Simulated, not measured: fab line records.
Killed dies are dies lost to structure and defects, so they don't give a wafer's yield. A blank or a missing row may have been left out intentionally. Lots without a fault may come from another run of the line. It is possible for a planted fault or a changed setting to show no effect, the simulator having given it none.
fab line records ; flow gf180mcu
[record] lots = 14; wafers = 42; lastDay = 34
route steps=602 shown MVPSD@85 HV_LDD@233 PSD@256
lots with no fault: from the same line, run without faults
startH: hours from the record's opening day to when the first of the lot's shown wafers began ; waitH: time in hours since the lot's previous step ; " the same as in the row above ; L1.1+2: a single row standing in for several wafers ; - no value, or no start given ; * or withheld: withheld ; < > ~ a bound
route shown NAME@n: a module of which the file shows steps, and the number in the route of the first ; usual: average and standard deviation across the fault-free wafers ; same: alike in all rows ; chamber/n: place in a boat ; sites: each site's reading ; _std_site: standard deviation across them ; _edge_site: inner sites' mean taken away from outer sites' mean ; radiusMm: how far each site lies from the wafer's centre ; mask NAME#n: copy n ; behind: the most recent tool/chamber to have shaped the wafer ; hold: reason for holding the lot/hours on hold/outcome of the hold ; device: the n, p or np transistor that did not switch ; end of line: the same wafers' tests at the end of the route ; a step with no rows: only its recipe ; killed: at the first sort, the dies lost to defects and structure; wafer yield is something else ; map: a wafer's dies, marking killed ones x, the rest . and places with no die _
set.NAME: the setting as run; set.NAME@STEP: as run at that earlier step ; model.NAME: the simulator's own value behind a step, which no gauge read
one table for each step of the route and one row for each wafer, over a sample of lots
services: a tool's chamber out of use, with start hour (startH, from the record's first day; less than 0 if before it), hours out, and reason
[[steps]]
[step GF_MVPSD_OVL_MEAS_07]
[usual] MVPSD_OVL = -0.6/1.4
lot.wafer;tool;chamber;startH;waitH;MVPSD_OVL[nm]
L781.3;overlay-02;-;102.25;-;-1.0
L781.5;overlay-02;-;102.25;-;-2.1
L781.6;overlay-02;-;102.25;-;-2.7
L783.1;overlay-01;-;111.84;-;-1.9
L783.5;overlay-01;-;111.84;-;-0.7
L783.6;overlay-01;-;111.84;-;-1.6
L785.2;overlay-02;-;125.25;-;-0.3
L785.3;overlay-02;-;125.25;-;-2.6
L785.4;overlay-02;-;125.25;-;-0.8
L786.2;overlay-01;-;131.95;-;-0.9
L786.3;overlay-01;-;131.95;-;-1.1
L786.5;overlay-01;-;131.95;-;0.7
L787.4;overlay-02;-;142.90;-;-0.8
L787.5;overlay-02;-;142.90;-;-0.2
L787.6;overlay-02;-;142.90;-;0.8
L788.2;overlay-02;-;144.15;-;-2.0
L788.3;overlay-02;-;144.15;-;-0.5
L788.4;overlay-02;-;144.15;-;0.9
L790.2;overlay-02;-;160.39;-;1.3
L790.4;overlay-02;-;160.39;-;0.7
L790.6;overlay-02;-;160.39;-;1.4
L791.1;overlay-01;-;166.64;-;-1.2
L791.5;overlay-01;-;166.64;-;-2.0
L791.6;overlay-01;-;166.64;-;-3.0
L793.2;overlay-02;-;176.50;-;1.0
L793.3;overlay-02;-;176.50;-;-0.7
L793.4;overlay-02;-;176.50;-;0.9
L799.3;overlay-02;-;209.31;-;0.0
L799.4;overlay-02;-;209.31;-;0.1
L799.5;overlay-02;-;209.31;-;-0.3
L800.3;overlay-02;-;215.75;-;0.9
L800.4;overlay-02;-;215.75;-;1.7
L800.6;overlay-02;-;215.75;-;0.1
L801.2;overlay-01;-;225.15;-;-1.7
L801.5;overlay-01;-;225.15;-;-1.3
L801.6;overlay-01;-;225.15;-;-2.3
L802.2;overlay-01;-;232.19;-;0.8
L802.3;overlay-01;-;232.19;-;0.9
L802.5;overlay-01;-;232.19;-;1.4
L803.1;overlay-02;-;234.55;-;-0.7
L803.3;overlay-02;-;234.55;-;-0.4
L803.5;overlay-02;-;234.55;-;-1.3
[step GF_MVPSD_IMPLANT_08]
[recipe] species = B; energyKev = 170; doseCm2 = 1.5e+13; tiltDeg = 0
[usual] beamEnergyKeV = 170.00/0.055; tiltDeg = -0.004/0.019
lot.wafer;tool;chamber;startH;waitH;beamEnergyKeV;tiltDeg
L781.3;implanter-01;0;102.33;0.1;170.05;-0.015
L781.5;implanter-01;0;102.33;0.1;170.05;-0.005
L781.6;implanter-01;0;102.33;0.1;170.09;-0.036
L783.1;implanter-03;0;111.88;0.0;170.07;-0.039
L783.5;implanter-03;0;111.88;0.0;170.02;-0.010
L783.6;implanter-03;0;111.88;0.0;170.03;-0.048
L785.2;implanter-01;0;125.30;0.0;169.96;0.011
L785.3;implanter-01;0;125.30;0.0;170.01;0.008
L785.4;implanter-01;0;125.30;0.0;170.03;0.009
L786.2;implanter-03;0;132.00;0.0;170.11;-0.015
L786.3;implanter-03;0;132.00;0.0;169.96;-0.019
L786.5;implanter-03;0;132.00;0.0;169.94;0.006
L787.4;implanter-01;0;143.00;0.1;170.01;0.017
L787.5;implanter-01;0;143.00;0.1;170.07;0.004
L787.6;implanter-01;0;143.00;0.1;169.96;-0.014
L788.2;implanter-03;0;144.23;0.1;170.05;-0.017
L788.3;implanter-03;0;144.23;0.1;170.00;-0.011
L788.4;implanter-03;0;144.23;0.1;170.01;0.015
L790.2;implanter-02;0;160.45;0.0;170.03;-0.002
L790.4;implanter-02;0;160.45;0.0;170.00;0.019
L790.6;implanter-02;0;160.45;0.0;170.04;0.007
L791.1;implanter-01;0;166.67;0.0;170.06;-0.013
L791.5;implanter-01;0;166.67;0.0;170.02;-0.022
L791.6;implanter-01;0;166.67;0.0;169.98;-0.007
L793.2;implanter-03;0;176.55;0.0;170.05;0.026
L793.3;implanter-03;0;176.55;0.0;169.92;0.036
L793.4;implanter-03;0;176.55;0.0;170.16;0.033
L799.3;implanter-03;0;209.38;0.1;151.51;0.023
L799.4;implanter-03;0;209.38;0.1;151.50;-0.011
L799.5;implanter-03;0;209.38;0.1;151.52;-0.023
L800.3;implanter-02;0;215.83;0.1;169.97;-0.022
L800.4;implanter-02;0;215.83;0.1;169.96;0.005
L800.6;implanter-02;0;215.83;0.1;169.96;-0.009
L801.2;implanter-02;0;225.21;0.0;169.96;-0.040
L801.5;implanter-02;0;225.21;0.0;169.98;-0.027
L801.6;implanter-02;0;225.21;0.0;169.95;-0.040
L802.2;implanter-03;0;232.25;0.0;151.59;0.002
L802.3;implanter-03;0;232.25;0.0;151.45;-0.028
L802.5;implanter-03;0;232.25;0.0;151.52;-0.026
L803.1;implanter-03;0;234.58;0.0;151.39;-0.015
L803.3;implanter-03;0;234.58;0.0;151.49;-0.008
L803.5;implanter-03;0;234.58;0.0;151.46;-0.023
[step GF_VT_IMPLANT_RS_MEAS_49]
[recipe] thkMeasGauge = four-point-probe
[usual] MVPSD_RS = 1168/3.5
lot.wafer;tool;chamber;startH;waitH;MVPSD_RS[ohm/sq]
L781.3;filmMetro-03;-;164.52;0.1;1168
L781.5;filmMetro-03;-;164.52;0.1;1165
L781.6;filmMetro-03;-;164.52;0.1;1166
L783.1;filmMetro-01;-;173.88;0.1;1169
L783.5;filmMetro-01;-;173.88;0.1;1167
L783.6;filmMetro-01;-;173.88;0.1;1168
L785.2;filmMetro-01;-;188.90;0.1;1170
L785.3;filmMetro-01;-;188.90;0.1;1166
L785.4;filmMetro-01;-;188.90;0.1;1169
L786.2;filmMetro-04;-;197.37;0.1;1169
L786.3;filmMetro-04;-;197.37;0.1;1168
L786.5;filmMetro-04;-;197.37;0.1;1169
L787.4;filmMetro-03;-;208.36;0.1;1167
L787.5;filmMetro-03;-;208.36;0.1;1167
L787.6;filmMetro-03;-;208.36;0.1;1170
L788.2;filmMetro-01;-;209.87;0.1;1177
L788.3;filmMetro-01;-;209.87;0.1;1175
L788.4;filmMetro-01;-;209.87;0.1;1175
L790.2;filmMetro-01;-;228.12;0.1;1172
L790.4;filmMetro-01;-;228.12;0.1;1174
L790.6;filmMetro-01;-;228.12;0.1;1173
L791.1;filmMetro-01;-;235.68;0.1;1172
L791.5;filmMetro-01;-;235.68;0.1;1173
L791.6;filmMetro-01;-;235.68;0.1;1172
L793.2;filmMetro-03;-;246.92;0.1;1165
L793.3;filmMetro-03;-;246.92;0.1;1166
L793.4;filmMetro-03;-;246.92;0.1;1161
L799.3;filmMetro-01;-;285.81;0.1;1202
L799.4;filmMetro-01;-;285.81;0.1;1202
L799.5;filmMetro-01;-;285.81;0.1;1203
L800.3;filmMetro-01;-;291.87;0.1;1170
L800.4;filmMetro-01;-;291.87;0.1;1169
L800.6;filmMetro-01;-;291.87;0.1;1170
L801.2;filmMetro-03;-;304.05;0.1;1166
L801.5;filmMetro-03;-;304.05;0.1;1164
L801.6;filmMetro-03;-;304.05;0.1;1165
L802.2;filmMetro-04;-;311.45;0.1;1191
L802.3;filmMetro-04;-;311.45;0.1;1192
L802.5;filmMetro-04;-;311.45;0.1;1196
L803.1;filmMetro-03;-;314.13;0.1;1192
L803.3;filmMetro-03;-;314.13;0.1;1191
L803.5;filmMetro-03;-;314.13;0.1;1195
[step GF_HV_LDD_THK_MEAS_57]
[recipe] reads = Si3N4_of_HV_LDD_CVD_56
[usual] HV_LDD_CVD_56_THK = 90.5/0.81
lot.wafer;tool;chamber;startH;waitH;HV_LDD_CVD_56_THK[nm]
L781.3;filmMetro-01;-;280.05;0.0;91.7
L781.5;filmMetro-01;-;280.05;0.0;91.5
L781.6;filmMetro-01;-;280.05;0.0;91.5
L783.1;filmMetro-04;-;294.60;0.0;90.8
L783.5;filmMetro-04;-;294.60;0.0;91.6
L783.6;filmMetro-04;-;294.60;0.0;90.8
L785.2;filmMetro-03;-;313.31;0.0;91.6
L785.3;filmMetro-03;-;313.31;0.0;90.5
L785.4;filmMetro-03;-;313.31;0.0;91.9
L786.2;filmMetro-01;-;323.01;0.0;91.6
L786.3;filmMetro-01;-;323.01;0.0;91.5
L786.5;filmMetro-01;-;323.01;0.0;90.5
L787.4;filmMetro-03;-;337.12;0.0;91.0
L787.5;filmMetro-03;-;337.12;0.0;90.3
L787.6;filmMetro-03;-;337.12;0.0;90.1
L788.2;filmMetro-01;-;338.57;0.0;89.0
L788.3;filmMetro-01;-;338.57;0.0;89.6
L788.4;filmMetro-01;-;338.57;0.0;89.7
L790.2;filmMetro-03;-;359.00;0.0;89.8
L790.4;filmMetro-03;-;359.00;0.0;89.9
L790.6;filmMetro-03;-;359.00;0.0;90.0
L791.1;filmMetro-03;-;367.54;0.0;89.8
L791.5;filmMetro-03;-;367.54;0.0;89.3
L791.6;filmMetro-03;-;367.54;0.0;89.7
L793.2;filmMetro-03;-;379.40;0.0;90.6
L793.3;filmMetro-03;-;379.40;0.0;90.9
L793.4;filmMetro-03;-;379.40;0.0;90.4
L799.3;filmMetro-04;-;430.14;0.1;89.9
L799.4;filmMetro-04;-;430.14;0.1;89.8
L799.5;filmMetro-04;-;430.14;0.1;90.2
L800.3;filmMetro-04;-;438.41;0.0;90.8
L800.4;filmMetro-04;-;438.41;0.0;90.4
L800.6;filmMetro-04;-;438.41;0.0;89.8
L801.2;filmMetro-04;-;452.45;0.0;90.3
L801.5;filmMetro-04;-;452.45;0.0;91.2
L801.6;filmMetro-04;-;452.45;0.0;90.9
L802.2;filmMetro-03;-;464.10;0.0;90.5
L802.3;filmMetro-03;-;464.10;0.0;90.3
L802.5;filmMetro-03;-;464.10;0.0;89.5
L803.1;filmMetro-01;-;465.52;0.0;91.2
L803.3;filmMetro-01;-;465.52;0.0;91.0
L803.5;filmMetro-01;-;465.52;0.0;90.8
[step GF_PSD_OVL_MEAS_08]
[usual] PSD_OVL = -0.7/1.5
lot.wafer;tool;chamber;startH;waitH;PSD_OVL[nm]
L781.3;overlay-01;-;321.11;0.1;-2.3
L781.5;overlay-01;-;321.11;0.1;-1.4
L781.6;overlay-01;-;321.11;0.1;-2.2
L783.1;overlay-02;-;336.19;0.1;0.0
L783.5;overlay-02;-;336.19;0.1;-0.4
L783.6;overlay-02;-;336.19;0.1;-0.5
L785.2;overlay-02;-;355.75;0.1;0.1
L785.3;overlay-02;-;355.75;0.1;-2.1
L785.4;overlay-02;-;355.75;0.1;0.5
L786.2;overlay-01;-;366.46;0.1;0.0
L786.3;overlay-01;-;366.46;0.1;0.2
L786.5;overlay-01;-;366.46;0.1;-0.3
L787.4;overlay-02;-;379.87;0.1;-0.9
L787.5;overlay-02;-;379.87;0.1;-1.6
L787.6;overlay-02;-;379.87;0.1;-1.9
L788.2;overlay-01;-;380.61;0.1;-1.1
L788.3;overlay-01;-;380.61;0.1;-1.1
L788.4;overlay-01;-;380.61;0.1;-1.1
L790.2;overlay-02;-;402.16;0.1;-0.7
L790.4;overlay-02;-;402.16;0.1;-0.8
L790.6;overlay-02;-;402.16;0.1;-0.6
L791.1;overlay-01;-;411.51;0.1;-3.5
L791.5;overlay-01;-;411.51;0.1;-4.9
L791.6;overlay-01;-;411.51;0.1;-4.8
L793.2;overlay-01;-;423.54;0.1;-2.8
L793.3;overlay-01;-;423.54;0.1;-1.3
L793.4;overlay-01;-;423.54;0.1;-1.8
L799.3;overlay-01;-;478.85;0.1;-0.2
L799.4;overlay-01;-;478.85;0.1;-1.4
L799.5;overlay-01;-;478.85;0.1;-0.3
L800.3;overlay-02;-;486.21;0.1;-1.1
L800.4;overlay-02;-;486.21;0.1;-2.7
L800.6;overlay-02;-;486.21;0.1;-0.5
L801.2;overlay-01;-;501.19;0.1;-0.1
L801.5;overlay-01;-;501.19;0.1;-1.0
L801.6;overlay-01;-;501.19;0.1;0.3
L802.2;overlay-01;-;512.44;0.1;1.4
L802.3;overlay-01;-;512.44;0.1;1.8
L802.5;overlay-01;-;512.44;0.1;1.0
L803.1;overlay-02;-;513.66;0.1;-0.4
L803.3;overlay-02;-;513.66;0.1;-1.2
L803.5;overlay-02;-;513.66;0.1;0.2
[[services]]
tool;chamber;startH;hours;kind
implanter-01;-;116.14;2.8;pm
implanter-01;-;136.33;5.5;repair
implanter-03;-;140.58;1.6;repair
implanter-03;-;164.32;0.9;repair
implanter-02;-;176.31;2.7;repair
implanter-02;-;189.70;4.1;repair
implanter-03;-;202.23;2.5;repair
implanter-03;-;214.09;2.9;repair
[[key]]
[firstSign] step = GF_MVPSD_IMPLANT_08; reading = beamEnergyKeV; direction = down; sigmas = 99+; usual = 170.00; struck = 151.49
[effect] step = GF_VT_IMPLANT_RS_MEAS_49; reading = MVPSD_RS; direction = up; sigmas = 7.9; usual = 1168; struck = 1196
metAt GF_MVPSD_IMPLANT_08
struckLots L799,L802,L803
testerLeftOut L799,L802,L803
notActingAt GF_MVPSD_OVL_MEAS_07,GF_HV_LDD_THK_MEAS_57,GF_PSD_OVL_MEAS_08
onsetBetween 176.55 209.38
[fault] kind = processParameterDrift; tool = implanter-03; chamber = -; onsetH = 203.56; steps = GF_MVPSD_IMPLANT_08; channel = energyKev; offset = -18.498; shape = step; endH = 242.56; actsIn = theseRecipesOnly; stated = 170
// testerLeftOut: of these lots the tester's yield and bins aren't shown, on N5 and GAA mostly nor the transistor test; their killed dies are dies lost to structure and defects alone, not to doping, threshold or leakage, so they don't give the yield
